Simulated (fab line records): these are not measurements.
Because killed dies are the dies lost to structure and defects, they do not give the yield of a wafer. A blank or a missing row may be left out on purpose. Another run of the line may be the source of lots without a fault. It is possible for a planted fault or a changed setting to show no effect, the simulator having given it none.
Which tool did it? / flow gf180mcu / at 1 step of a route of 602, 6 lots with 18 wafers sampled

## WHAT EACH GAUGE READ, for each wafer
GF_M3_OVL_MEAS_15.
lot=L610; measured=day 21 22:46; on=overlay-01; M3_OVL (nm)=-5 -7 -9
lot=L617; measured=day 24 08:50; on=overlay-01; M3_OVL (nm)=-3 2 4
lot=L622; measured=day 25 19:13; on=overlay-02; M3_OVL (nm)=-2 -7 -5
lot=L626; measured=day 27 03:34; on=overlay-02; M3_OVL (nm)=8 2 8
lot=L629; measured=day 27 23:25; on=overlay-02; M3_OVL (nm)=6 6 5
lot=L631; measured=day 28 10:34; on=overlay-01; M3_OVL (nm)=-7 4 -8

## WHAT TOOL EACH LOT RAN ON (gives the tool, then ch and the chambers of the sampled wafers, and finally the start)
The record shows no process step preceding these readings.

## THE ANSWER, worked out from the rows above alone
Rule: usual is defined by the lots themselves. Put in order of their means at a reading, lots are off if they are a third of the lots or fewer, leave a main group of 4 or more, and stand apart from it by a gap of 3 or more times the standard deviation of the main group's means; of several such gaps the widest counts. A main group whose means are all the same, to the digits that the tables above print for the reading, isn't used. A lot without any number at a reading at which 4 lots or more have one is off too. Where the step has rows for the other lots, those lots are counted as sound.
Nothing can be told from this: no lot is off at any reading shown.

## WHAT THE SIMULATOR HAD INSERTED
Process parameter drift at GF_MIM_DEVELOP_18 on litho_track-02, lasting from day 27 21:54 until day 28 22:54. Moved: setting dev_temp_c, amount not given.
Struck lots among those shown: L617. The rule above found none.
